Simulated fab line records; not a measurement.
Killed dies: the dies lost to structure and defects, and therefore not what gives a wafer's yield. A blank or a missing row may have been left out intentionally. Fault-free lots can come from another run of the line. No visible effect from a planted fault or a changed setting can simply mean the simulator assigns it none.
Chamber matching | flow gf180mcu | rie diel-02 running GF_V3_ETCH_16: 4 sister chambers
The step etches BARC in N2/H2. 7 wafers are shown with their chamber, then 8 later ones without.

## WAFERS, EACH WITH ITS CHAMBER
wafer  | chamber | oes product au (a.u.) | throttle valve pct (%)
L077.2 | 2       | 0.860                 | 13.220
L081.4 | 1       | 0.855                 | 13.233
L082.5 | 1       | 0.847                 | 13.207
L088.1 | 3       | 0.853                 | 13.224
L088.4 | 0       | 0.856                 | 13.237
L088.5 | 0       | 0.855                 | 13.219
L094.1 | 2       | 0.858                 | 13.227

## WAFERS WITHOUT THEIR CHAMBER
wafer  | oes product au (a.u.) | throttle valve pct (%)
L094.3 | 0.859                 | 13.224
L094.4 | 0.865                 | 13.228
L095.1 | 0.860                 | 13.232
L095.3 | 0.854                 | 13.220
L095.5 | 0.856                 | 13.215
L096.1 | 0.854                 | 13.216
L096.2 | 0.857                 | 13.219
L096.6 | 0.861                 | 13.237

## WHICH CHAMBER EACH WENT THROUGH
wafer  | from the rows above               | in truth
L094.3 | can't be placed: 2 or 0 or 3      | 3
L094.4 | can't be placed: 2 or 0 or 3      | 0
L095.1 | can't be placed: 2 or 0 or 3      | 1
L095.3 | can't be placed: 3 or 0 or 1 or 2 | 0
L095.5 | can't be placed: 0 or 2 or 3 or 1 | 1
L096.1 | can't be placed: 3 or 1 or 0 or 2 | 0
L096.2 | can't be placed: 2 or 0 or 3 or 1 | 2
L096.6 | can't be placed: 2 or 0 or 3      | 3
Placed correctly: 0 of 8. From these rows, 8 cannot be placed; in 7 the true chamber is one of the candidates. Number placed wrongly: 0.
How it was worked out, from the rows above alone: a wafer's distance from a chamber is the root of the sum, over the readings, of the square of ((its reading less the chamber's mean) divided by the reading's scatter). The wafer belongs to the nearest chamber; if the next one is less than 2 further off, it can't be placed. For every chamber, the mean is computed from those of its wafers that are shown. The scatter: take each reading less its chamber's mean, square it, sum over the shown wafers, divide by the number of wafers less the number of chambers, and take the root.
